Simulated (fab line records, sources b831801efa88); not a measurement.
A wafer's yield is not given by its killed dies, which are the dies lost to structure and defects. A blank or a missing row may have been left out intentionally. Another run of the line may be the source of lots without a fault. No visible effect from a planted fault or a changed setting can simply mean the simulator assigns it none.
Which of the tools did it? + flow gf180mcu + at 1 step of a route of 602, 6 lots with 18 wafers sampled

WHAT EACH GAUGE READ, for each wafer
GF_M1_CD_MEAS_14: the cd target is 230 nm.
| lot  | measured     | on        | cd nm (nm)        |
|------|--------------|-----------|-------------------|
| L222 | day 17 03:52 | cd sem-02 | 229.2 229.5 229.0 |
| L226 | day 18 22:13 | cd sem-02 | 228.7 228.6 228.1 |
| L231 | day 21 14:07 | cd sem-01 | 230.5 230.4 230.7 |
| L232 | day 22 05:13 | cd sem-01 | 229.2 229.1 229.3 |
| L237 | day 23 01:40 | cd sem-02 | 230.6 229.7 229.9 |
| L240 | day 24 00:22 | cd sem-02 | 231.9 231.0 231.6 |

WHAT TOOL EACH LOT RAN ON (gives the tool, then ch and the chambers of the sampled wafers, and finally the start)
Record: no process step prior to these readings.

THE ANSWER, worked out from the rows above alone
Rule: the lots themselves supply what counts as usual. The widest of any qualifying gaps counts: lots, ordered by their means at a reading, are off when they make up no more than a third of the lots, leave a main group of 4 or more, and stand apart from it by 3 or more times the standard deviation of that group's means. The tables above print the reading to a certain number of digits; a main group whose means all agree to those digits is not used. A lot without any number at a reading at which 4 lots or more have one is off too. All remaining lots with rows at the step are treated as sound.
Across all readings shown, no lot is off: no conclusion can be drawn from this.

WHAT THE SIMULATOR PUT IN
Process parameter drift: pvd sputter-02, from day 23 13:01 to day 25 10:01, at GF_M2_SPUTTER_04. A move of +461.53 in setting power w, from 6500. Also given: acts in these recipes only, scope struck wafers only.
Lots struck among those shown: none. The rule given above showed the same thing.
